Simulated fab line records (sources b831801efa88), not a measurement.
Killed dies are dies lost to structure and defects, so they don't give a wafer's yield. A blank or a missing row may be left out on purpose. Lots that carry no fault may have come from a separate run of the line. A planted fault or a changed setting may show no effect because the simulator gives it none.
A lot that was struck, set against a sound lot -- flow gf180mcu -- 15 out of 602 route steps
Sound: wafers L767.2, L767.4, L767.6. Struck: wafers L758.1, L758.3, L758.4. The cause is given at the end.
For every step that has rows: the tool of each side, followed by ch and its chambers, followed by its first start. Under that, the readings that differ: sound wafers -- struck wafers -- difference of the means -- sigmas: that difference in standard deviations of wafers without a fault.
alike: readings whose means differ by less than 2 such deviations, and words and numbers that are the same on both sides. not compared: withheld readings, readings that some wafer has no value for, bounds like >300 that may hide the same value, and numbers for which the record gives no deviation and whose values overlap.
The two part at a step that has a row with sigmas, a row that says differs or no value, or rows on one side only. Numbers that don't overlap but have no deviation are shown without sigmas and don't part them. A reading that every wafer of one side lacks parts them only if that side has two wafers or more.

first, 1 step without rows for these wafers: GF_SALICIDE_WET_ETCH_07 (etches the open film in SPM, target depth 120 nm).
GF_SALICIDE_RTA_08: time 30 s.
  sound on rtp-anneal-02 ch 0, day 21 16:24; struck on rtp-anneal-02 ch 0, day 18 15:55
  alike: lamp-power-pct, wafer_temp_C_max
then, 1 step without rows for these wafers: GF_CONTACT_CVD_00 (deposits SiO2, target thk 300 nm, time 50 s).
GF_CONTACT_THK_MEAS_01:
  sound on film-metro-02 at day 21 16:37; struck on film-metro-04 at day 18 16:03
  alike: CONTACT_CVD_00_THK
GF_CONTACT_CVD_02: deposits SiO2 from TEOS, target thk 860 nm, time 95.992 s.
  sound on pecvd-04 ch 0,1,2, day 21 16:40; struck on pecvd-04 ch 0,2, day 18 16:07
  alike: heater-power-w, susceptor-temp-C
GF_CONTACT_THK_MEAS_03:
  sound on film-metro-03 at day 21 16:45; struck on film-metro-03 at day 18 16:11
reading,sound,struck,difference,sigmas
CONTACT_CVD_02_THK (nm),872 902 902,870 848 877,-27,-2
GF_CONTACT_CMP_04: polishes SiO2.
  sound on cmp-01 ch 0,1, day 21 16:48; struck on cmp-01 ch 1,2,3, day 18 16:17
  alike: motor-current-A, time-to-endpoint-s
GF_CONTACT_BOW_MEAS_05:
  sound on film-metro-02 at day 21 17:07; struck on film-metro-04 at day 18 16:33
  alike: CONTACT_BOW
then, 4 steps without rows for these wafers: GF_CONTACT_DEHYDRATE_06 (time 60 s); GF_CONTACT_HMDS_07 (prime time 60 s); GF_CONTACT_COAT_08; GF_CONTACT_COAT_09 (resist thk 1000 nm).
GF_CONTACT_SOFTBAKE_10: time 60 s.
  sound on litho-track-03 ch 0, day 22 05:00; struck on litho-track-04 ch 0, day 19 04:00
reading,sound,struck,difference,sigmas
heater-power-total-W (W),93.17 93.06 93.05,94.27 94.23 94.21,+1.14,+20
run-length-s (s),89.30 89.10 89.06,87.35 87.21 87.28,-1.87,-16
  alike: resist-line-temp-C
then, 1 step without rows for these wafers: GF_CONTACT_EXPOSE_11 (exposes mask Contact, target cd 220 nm).
-- the record jumps here: 13 days lie between the struck wafers' starts before and after (it left off in module CONTACT and takes up again in module PASSIVATION, whose first step shown is number 602 of the route) --
GF_PASSIVATION_PROBE_99:
  record: rows for the struck wafers here (prober-01, day 31 20:43), none for the sound ones

== WHERE THEY PART ==
Last at GF_PASSIVATION_PROBE_99 as far as this record goes, first at GF_CONTACT_THK_MEAS_03.

WHY: what had been put in by the simulator
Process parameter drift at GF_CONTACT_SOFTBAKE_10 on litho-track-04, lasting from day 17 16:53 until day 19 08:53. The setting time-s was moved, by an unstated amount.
